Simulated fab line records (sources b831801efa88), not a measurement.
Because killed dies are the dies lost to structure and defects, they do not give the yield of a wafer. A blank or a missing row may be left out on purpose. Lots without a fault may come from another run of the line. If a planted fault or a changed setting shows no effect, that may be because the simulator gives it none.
Which tool was responsible? ; flow gf180mcu ; 6 lots with 17 wafers sampled at 2 steps, on a route of 602 steps

== WHAT EACH GAUGE READ, for each wafer ==
GF_HV_LDD_THK_MEAS_57.
lot;measured;on;HV_LDD_CVD_56_THK (nm)
L247;day 13 02:35;film metro-03;89.0 89.0 89.1
L251;day 14 16:43;film metro-02;90.7 89.5 90.7
L253;day 15 05:55;film metro-02;88.7 88.9 88.7
L261;day 17 16:21;film metro-02;89.6 89.4
L264;day 19 00:06;film metro-03;89.2 89.1 89.4
L268;day 20 06:16;film metro-03;91.1 90.3 90.5

== WHICH TOOL RAN EACH LOT (tool, then ch and the chambers of the sampled wafers, then the start) ==
lot;GF_VT_IMPLANT_STRIP_31
L247;plasma asher-02 ch 0,1, day 7 08:07
L251;plasma asher-01 ch 1, day 8 11:41
L253;plasma asher-02 ch 0,1, day 9 00:27
L261;plasma asher-04 ch 0,1, day 11 04:45
L264;plasma asher-02 ch 0,1, day 12 00:47
L268;plasma asher-02 ch 0,1, day 13 02:38
- GF_VT_IMPLANT_STRIP_31: strips in O2/N2.

== THE ANSWER, worked out from the rows above alone ==
Rule: usual is defined by the lots themselves. The widest of any qualifying gaps counts: lots, ordered by their means at a reading, are off when they make up no more than a third of the lots, leave a main group of 4 or more, and stand apart from it by 3 or more times the standard deviation of that group's means. The tables above print the reading to a certain number of digits; a main group whose means all agree to those digits is not used. Also off: a lot with no number at a reading for which 4 or more lots have one. All remaining lots with rows at the step are treated as sound.
None of the lots is off at any reading shown; this tells nothing.

== WHAT THE SIMULATOR HAD INSERTED ==
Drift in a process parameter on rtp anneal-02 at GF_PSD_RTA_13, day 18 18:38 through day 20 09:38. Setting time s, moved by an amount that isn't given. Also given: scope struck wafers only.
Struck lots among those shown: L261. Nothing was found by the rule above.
